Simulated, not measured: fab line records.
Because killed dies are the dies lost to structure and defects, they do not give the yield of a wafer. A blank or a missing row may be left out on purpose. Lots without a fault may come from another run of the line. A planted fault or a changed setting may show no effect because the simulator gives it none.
Struck lot and sound lot, side by side + flow sky130 + 43 out of 708 route steps
Sound: these wafers, L388.2, L388.3, L388.4. Wafers L396.1, L396.4, L396.6 were the ones struck. At the end, the cause is stated.
Per side, at each step with rows, come the tool, then ch with its chambers, and then its first start. Under that, the readings that differ: sound wafers + struck wafers + difference of the means + sigmas: that difference in standard deviations of wafers without a fault.
alike: same words and numbers on both sides, and readings whose means sit less than 2 such deviations apart. not compared: any withheld reading, any reading some wafer has no value for, any bound like >300 that may hide the same value, and any number with overlapping values for which the record gives no deviation.
The two part at a step that has a row with sigmas, a row that says differs or no value, or rows on one side only. Numbers that don't overlap but have no deviation are shown without sigmas and don't part them. A reading missing from all wafers of one side parts the sides only when that side holds two or more wafers.

first, 1 step without rows for these wafers: SKY_FIELD_ISO_DEVELOP_12 (develop time 60 s).
SKY_FIELD_ISO_CD_MEAS_13 targets a cd of 150 nm.
  sound: cd-sem-01 at day 2 06:34; struck: cd-sem-01 at day 3 22:36
  alike: cd-nm
SKY_FIELD_ISO_ETCH_14: etches BARC in N2/H2, stops on SiO2, time 45.9 s, target depth 60 nm.
  sound on rie-diel-03 ch 1,2,3, day 2 06:40; struck on rie-diel-03 ch 0,1, day 3 22:43
| reading               | sound             | struck            | difference | sigmas |
|-----------------------|-------------------|-------------------|------------|--------|
| oes-product-au (a.u.) | 0.855 0.866 0.856 | 0.849 0.849 0.850 | -0.010     | -2     |
  alike: drypump-motor-current-A, throttle-valve-pct
  not compared: rf-hours-counter-h
SKY_FIELD_ISO_ETCH_15: etches the open film in CHF3/O2, stops on Si, target depth 180 nm, time 72 s.
  sound on rie-diel-03 ch 1,2,3, day 2 06:43; struck on rie-diel-03 ch 0,1, day 3 22:46
  alike: drypump-motor-current-A, oes-product-au, throttle-valve-pct
  not compared: rf-hours-counter-h
SKY_FIELD_ISO_STRIP_16: strips in O2/N2.
  sound on plasma-asher-04 ch 0,1, day 2 06:46; struck on plasma-asher-02 ch 1, day 3 22:49
  alike: drypump-motor-current-A, oes-product-au, strip-time-to-endpoint-s
  not compared: rf-hours-counter-h
SKY_FIELD_ISO_ETCH_17: etches Si in HBr/Cl2/O2, target depth 342 nm, time 97.7 s.
  sound on rie-si-02 ch 0,2,3, day 2 06:52; struck on rie-si-02 ch 1,3, day 3 22:55
  alike: HBr_flow_sccm, drypump-motor-current-A, oes-product-au, throttle-valve-pct
  not compared: rf-hours-counter-h
then, 5 steps without rows for these wafers: SKY_FIELD_ISO_WET_ETCH_18 (etches Si3N4 in H3PO4, target depth 25 nm, time 286 s); SKY_FIELD_ISO_CLEAN_19 (cleans in SC1/SC2, time 150 s); SKY_FIELD_ISO_CLEAN_20 (cleans in dHF, time 20 s); SKY_FIELD_ISO_WET_ETCH_21 (etches SiO2 in dHF, target depth 20 nm, time 400 s); SKY_FIELD_ISO_OXIDATION_22 (stabilise 600 s, purge 300 s, target thk 10 nm).
SKY_FIELD_ISO_THK_MEAS_23:
  sound: film-metro-03 at day 2 09:42; struck: film-metro-04 at day 4 00:49
  alike: FIELD_ISO_OXIDATION_01_THK
SKY_FIELD_ISO_CVD_24: deposits SiO2, target thk 595 nm, time 99.2 s.
  sound on hdpcvd-01 ch 0,2, day 2 09:45; struck on hdpcvd-02 ch 0,1,2, day 4 00:52
SKY_FIELD_ISO_THK_MEAS_25:
  sound: film-metro-01 at day 2 09:50; struck: film-metro-01 at day 4 00:56
  alike: FIELD_ISO_CVD_24_THK
then, 7 steps without rows for these wafers: SKY_FIELD_ISO_ANNEAL_26 (time 1800 s); SKY_FIELD_ISO_CMP_27 (polishes, stops on Si3N4, t overpolish 16 s, target thk 457.8 nm); SKY_FIELD_ISO_WET_ETCH_28 (etches SiO2 in dHF, target depth 23.7 nm, time 47 s); SKY_FIELD_ISO_WET_ETCH_29 (etches Si3N4 in H3PO4, target depth 160 nm, time 1825 s); SKY_FIELD_ISO_WET_ETCH_30 (etches SiO2 in dHF, target depth 25 nm, time 50 s); SKY_NWELL_CLEAN_00 (cleans in SC1/SC2, time 150 s); SKY_NWELL_OXIDATION_01 (stabilise 600 s, purge 300 s, target thk 10 nm).
SKY_NWELL_THK_MEAS_02:
  sound: film-metro-01 at day 2 15:23; struck: film-metro-01 at day 4 06:03
| reading                  | sound          | struck            | difference | sigmas |
|--------------------------|----------------|-------------------|------------|--------|
| NWELL_OXIDATION_THK (nm) | 9.90 9.87 9.88 | 10.44 10.43 10.59 | +0.60      | +3     |
then, 8 steps without rows for these wafers: SKY_DNWELL_DEHYDRATE_00 (time 60 s); SKY_DNWELL_HMDS_01 (prime time 60 s); SKY_DNWELL_COAT_02 (resist thk 3000 nm); SKY_DNWELL_SOFTBAKE_03; SKY_DNWELL_EXPOSE_04 (exposes mask DNM, target cd 3000 nm); SKY_DNWELL_PEB_05; SKY_DNWELL_DEVELOP_06 (develop time 60 s); SKY_DNWELL_IMPLANT_07.
SKY_DNWELL_STRIP_08: strips in O2/N2.
  sound on plasma-asher-01 ch 0,1, day 3 06:46; struck on plasma-asher-03 ch 0,1, day 4 22:31
  alike: drypump-motor-current-A, oes-product-au, strip-time-to-endpoint-s
  not compared: rf-hours-counter-h
SKY_DNWELL_TW_MEAS_09:
  sound: film-metro-01 at day 3 06:52; struck: film-metro-01 at day 4 22:37
  alike: DNWELL_TW
then, 7 steps without rows for these wafers: SKY_PWDE_DEHYDRATE_00 (time 60 s); SKY_PWDE_HMDS_01 (prime time 60 s); SKY_PWDE_COAT_02 (resist thk 3000 nm); SKY_PWDE_SOFTBAKE_03; SKY_PWDE_EXPOSE_04 (exposes mask PWDEM, target cd 840 nm); SKY_PWDE_PEB_05; SKY_PWDE_DEVELOP_06 (develop time 60 s).
SKY_PWDE_OVL_MEAS_07:
  sound: overlay-01 at day 3 23:20; struck: overlay-02 at day 5 16:02
  alike: PWDE_OVL
then, 2 steps without rows for these wafers: SKY_PWDE_IMPLANT_08; SKY_PWDE_STRIP_09 (strips in O2/N2).
-- the record jumps here: 42 days lie between the struck wafers' starts before and after (it left off in module PWDE and takes up again in module PAD_OPEN, whose first step shown is number 708 of the route) --
SKY_PAD_OPEN_PROBE_99:
  sound: prober-02 at day 45 22:49; struck: prober-01 at day 47 13:18
| reading             | sound     | struck     | difference | sigmas |
|---------------------|-----------|------------|------------|--------|
| killed-at-front-end | 15 19 6   | 43 62 43   | +36        | +8     |
| killed-dies         | 65 104 68 | 101 124 93 | +27        | +3     |
| killed-on-rim       | 15 17 14  | 28 24 21   | +9         | +3     |
  alike: killed_at_M0_to_M3, killed_at_M4_up, killed-at-contacts, killed-at-other, killed-open, killed-short

## WHERE THEY PART
First at SKY_FIELD_ISO_ETCH_14; last, within this record, at SKY_PAD_OPEN_PROBE_99.

WHY: what had been put in by the simulator
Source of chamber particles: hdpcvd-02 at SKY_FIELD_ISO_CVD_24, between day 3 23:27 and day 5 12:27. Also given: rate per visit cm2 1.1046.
